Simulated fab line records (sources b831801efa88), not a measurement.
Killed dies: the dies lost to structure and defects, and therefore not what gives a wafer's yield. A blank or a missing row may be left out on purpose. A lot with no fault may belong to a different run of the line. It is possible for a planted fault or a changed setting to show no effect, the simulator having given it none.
Matching of chambers    flow sky130    SKY_CONTACT_CMP_27 on cmp-01 has 4 sister chambers
The step polishes, stops on SiO2, t overpolish 15 s, target thk 0 nm. 8 wafers are shown with their chamber, then 10 later ones without.

== WAFERS WITH THEIR CHAMBER ==
wafer   chamber  motor-current-A (A)  time-to-endpoint-s (s)
L077.6  2        11.3                 79
L079.1  2        11.8                 76
L080.4  1        11.3                 83
L088.3  0        13.6                 81
L088.4  3        10.9                 86
L088.5  1        11.3                 86
L089.1  0        14.4                 77
L089.2  3        9.8                  87

== WAFERS WITH NO CHAMBER GIVEN ==
wafer   motor-current-A (A)  time-to-endpoint-s (s)
L089.4  11.8                 84
L092.3  11.4                 84
L092.4  13.9                 78
L092.5  11.1                 84
L095.1  11.1                 91
L095.3  10.6                 93
L095.4  13.5                 86
L097.2  11.1                 88
L097.4  13.7                 83
L097.6  13.8                 82

== EACH ONE'S CHAMBER ==
wafer    from the rows above       in truth
L089.4   1                         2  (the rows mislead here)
L092.3   1                         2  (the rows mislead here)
L092.4   0                         0
L092.5   can't be placed: 1 or 3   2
L095.1   can't be placed: 3 or 1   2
L095.3   can't be placed: 3 or 1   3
L095.4   can't be placed: 0 or 1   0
L097.2   can't be placed: 3 or 1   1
L097.4   0                         0
L097.6   0                         0
Placed correctly: 3 of 10. From these rows, 5 cannot be placed; in 3 the true chamber is one of the candidates. Number placed wrongly: 2.
How it was worked out, from the rows above alone: a wafer's distance from a chamber is the root of the sum, over the readings, of the square of ((its reading less the chamber's mean) divided by the reading's scatter). If the next closest chamber is less than 2 further off than the closest, the wafer can't be placed; otherwise it belongs to the closest. The mean given for a chamber averages the wafers shown for that chamber. The scatter: take each reading less its chamber's mean, square it, sum over the shown wafers, divide by the number of wafers less the number of chambers, and take the root.
